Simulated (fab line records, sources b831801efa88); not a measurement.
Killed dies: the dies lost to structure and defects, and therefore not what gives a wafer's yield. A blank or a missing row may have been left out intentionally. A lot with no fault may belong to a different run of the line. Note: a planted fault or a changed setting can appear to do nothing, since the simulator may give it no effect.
Which tool did it? | flow gf180mcu | 21 wafers from 7 lots sampled at 2 of the route's 602 steps

## WHAT EACH GAUGE READ, for each wafer
GF_NWELL_OVL_MEAS_07.
lot  | measured    | on         | NWELL_OVL (nm)
L775 | day 3 12:01 | overlay-01 | 0.4 -2.4 -1.1
L780 | day 4 16:16 | overlay-02 | 1.5 0.1 0.1
L784 | day 5 14:28 | overlay-01 | - -2.4 -2.1
L791 | day 7 03:22 | overlay-01 | 0.6 2.0 -0.8
L793 | day 7 17:01 | overlay-02 | -1.7 0.1 -0.3
L795 | day 8 02:49 | overlay-02 | -3.4 -2.9 -5.2
L797 | day 8 13:00 | overlay-02 | -2.0 -1.1 -3.3

## WHAT TOOL EACH LOT RAN ON (gives the tool, then ch and the chambers of the sampled wafers, and finally the start)
lot  | GF_NWELL_DEVELOP_06
L775 | litho track-01 ch 0, day 3 11:00
L780 | litho track-04 ch 0, day 4 16:00
L784 | litho track-04 ch 0, day 5 14:00
L791 | litho track-02 ch 0, day 7 03:00
L793 | litho track-02 ch 0, day 7 16:00
L795 | litho track-04 ch 0, day 8 02:00
L797 | litho track-01 ch 0, day 8 12:00
- GF_NWELL_DEVELOP_06: develop time 60 s.

## THE ANSWER, worked out from the rows above alone
Rule: the lots themselves supply what counts as usual. Put in order of their means at a reading, lots are off if they are a third of the lots or fewer, leave a main group of 4 or more, and stand apart from it by a gap of 3 or more times the standard deviation of the main group's means; of several such gaps the widest counts. A main group is skipped when, at the precision printed for the reading in the tables above, its means are all equal. Also off: a lot with no number at a reading for which 4 or more lots have one. All remaining lots with rows at the step are treated as sound.
Across all readings shown, no lot is off: no conclusion can be drawn from this.

## WHAT THE SIMULATOR PUT IN
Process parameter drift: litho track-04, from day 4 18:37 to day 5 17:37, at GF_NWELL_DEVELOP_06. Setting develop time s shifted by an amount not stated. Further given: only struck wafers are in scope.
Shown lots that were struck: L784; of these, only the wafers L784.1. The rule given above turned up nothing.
